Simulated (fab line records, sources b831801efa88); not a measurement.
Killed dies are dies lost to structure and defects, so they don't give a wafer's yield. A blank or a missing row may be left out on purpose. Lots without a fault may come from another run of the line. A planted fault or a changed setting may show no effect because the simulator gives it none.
Chamber matching | flow sky130 | SKY_SONOS_ONO_ETCH_15 on rie_diel-01: 4 sister chambers
The step etches the open film in CHF3/O2, target depth 19.52 nm, time 7.8 s. 8 wafers are shown with their chamber, then 7 later ones without.

WAFERS WITH THEIR CHAMBER
wafer  | chamber | drypump_motor_current_A (A) | oes_product_au (a.u.)
L077.1 | 0       | 5.6                         | 1.010
L079.3 | 1       | 5.6                         | 1.031
L079.4 | 0       | 5.6                         | 1.009
L085.2 | 3       | 5.6                         | 1.021
L085.4 | 2       | 5.5                         | 1.007
L085.5 | 2       | 5.5                         | 1.000
L086.1 | 1       | 5.6                         | 1.026
L086.3 | 3       | 5.5                         | 1.016

WAFERS WITHOUT THEIR CHAMBER
wafer  | drypump_motor_current_A (A) | oes_product_au (a.u.)
L086.4 | 5.6                         | 1.006
L089.4 | 5.6                         | 1.012
L089.5 | 5.6                         | 1.006
L089.6 | 5.5                         | 1.000
L090.2 | 5.6                         | 1.025
L090.3 | 5.5                         | 0.985
L090.5 | 5.6                         | 1.019

WHICH CHAMBER EACH WENT THROUGH
wafer  | from the rows above          | in truth
L086.4 | can't be placed: 0 or 2      | 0
L089.4 | can't be placed: 0 or 3      | 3
L089.5 | can't be placed: 0 or 2      | 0
L089.6 | 2                            | 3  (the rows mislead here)
L090.2 | can't be placed: 1 or 3      | 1
L090.3 | 2                            | 2
L090.5 | can't be placed: 3 or 0 or 1 | 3
Placed correctly: 1 of 7. Can't be placed from these rows: 5 (the true chamber is among the candidates in 5). Placed wrongly: 1.
How it was worked out, from the rows above alone: a wafer's distance from a chamber is the root of the sum, over the readings, of the square of ((its reading less the chamber's mean) divided by the reading's scatter). The wafer belongs to the nearest chamber; if the next one is less than 2 further off, it can't be placed. A chamber's mean is the mean of its shown wafers. The scatter: the root of (the sum of the squares of (reading less its chamber's mean) over the shown wafers, divided by (wafers less chambers)).
